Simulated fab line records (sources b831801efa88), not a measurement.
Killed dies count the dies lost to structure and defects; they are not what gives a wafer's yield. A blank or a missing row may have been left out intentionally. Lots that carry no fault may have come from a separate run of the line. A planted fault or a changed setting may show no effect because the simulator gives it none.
Code-filled problem report in 8D (eight disciplines) form | flow sky130 | the parts of the form that need people (team, actions taken, sign-off) are left out

== 1. THE ISSUE ==
Wafers free of any fault read 597 nm (standard deviation 6) for FIELD_ISO_CVD_24_THK at SKY_FIELD_ISO_THK_MEAS_25, against a mean of 778 nm on 6 wafers of 2 lots. That puts it +30 standard deviations away from the usual mean.
Earliest sighting: wafer L315.1 on film metro-04 at day 5 20:28. The record has a number at this step for 36 wafers belonging to 12 lots. By rule, "out" or "out of limits" means more than 4 standard deviations away from the usual mean. The rest of the wafers with a number are treated as sound.

== 2. WHAT IT IS AND WHAT IT IS NOT ==
question                    | is                     | is not
which readings at this step | FIELD_ISO_CVD_24_THK   | -
which lots                  | L315, L316             | L299, L300, L301, L303, L304, L307, L310, L311, L320, L322
which wafers of those lots  | all that have a number | -
read on which gauges        | film metro-04          | film metro-02, film metro-03
when                        | from day 5 20:28       | up to then (24 sound wafers); but 6 sound wafers of L320, L322 came after

== 3. SUSPECTS, AND WHAT RULES EACH OUT ==
Counting: a tool at a process step up to the reading stays a suspect if it ran every lot that is out and no sound lot after the first of them.
- the gauge at SKY_FIELD_ISO_THK_MEAS_25 is ruled out. All the wafers that are out were read on film metro-04, but those of them that SKY_FIELD_ISO_CMP_27 has rows for are out there too, on other tools.
- hdpcvd-01 at SKY_FIELD_ISO_CVD_24 (deposits SiO2, target thk 595 nm, time 99.2 s): kept. Every lot that is out went through it, starting with L315 (day 5 20:23), and after that it ran no sound lot; the last sound lot it ran before then is L310 (day 4 18:07).
After counting, what remains is hdpcvd-01 at SKY_FIELD_ISO_CVD_24.

== 4. THE CAUSE (what the simulator had put in) ==
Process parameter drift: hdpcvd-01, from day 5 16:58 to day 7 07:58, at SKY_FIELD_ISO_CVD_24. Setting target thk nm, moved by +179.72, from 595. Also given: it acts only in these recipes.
This tool alone remained once counting was done.

== 5. THE CHAIN OF EFFECTS, in route order ==
One row per reading whose mean, taken over the struck wafers that have a number, lies over 3 standard deviations from the usual. Only readings whose record carries a usual standard deviation are examined. hours: median over the lots of the time between each lot's start at the first step of this table that gives one and its start at this step. sigmas: the change, counted in usual standard deviations.
hours | step                      | reading              | usual  | on struck wafers | change | sigmas
0     | SKY_FIELD_ISO_THK_MEAS_25 | FIELD_ISO_CVD_24_THK | 597 nm | 778              | +181   | +30
2     | SKY_FIELD_ISO_CMP_27      | time to endpoint s   | 114 s  | 153              | +39    | +8.8
Its process steps:
- SKY_FIELD_ISO_CMP_27: polishes, stops on Si3N4, t overpolish 16 s, target thk 457.8 nm.

== 6. WHAT WOULD HAVE CAUGHT IT SOONER ==
4 hours passed between the start of the fault at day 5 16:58 and the first reading out of limits at a measuring or inspecting step in this record, taken at day 5 20:28.
An alarm limit of 4 standard deviations would not have fired on the tool readings at SKY_FIELD_ISO_CVD_24 for which the record gives a usual standard deviation, since none of them was out on any struck wafer.
Among the 2 lots that are out, L316 began SKY_FIELD_ISO_CVD_24 on hdpcvd-01 after day 5 20:28. Had the tool been put on hold then, it would have been spared.
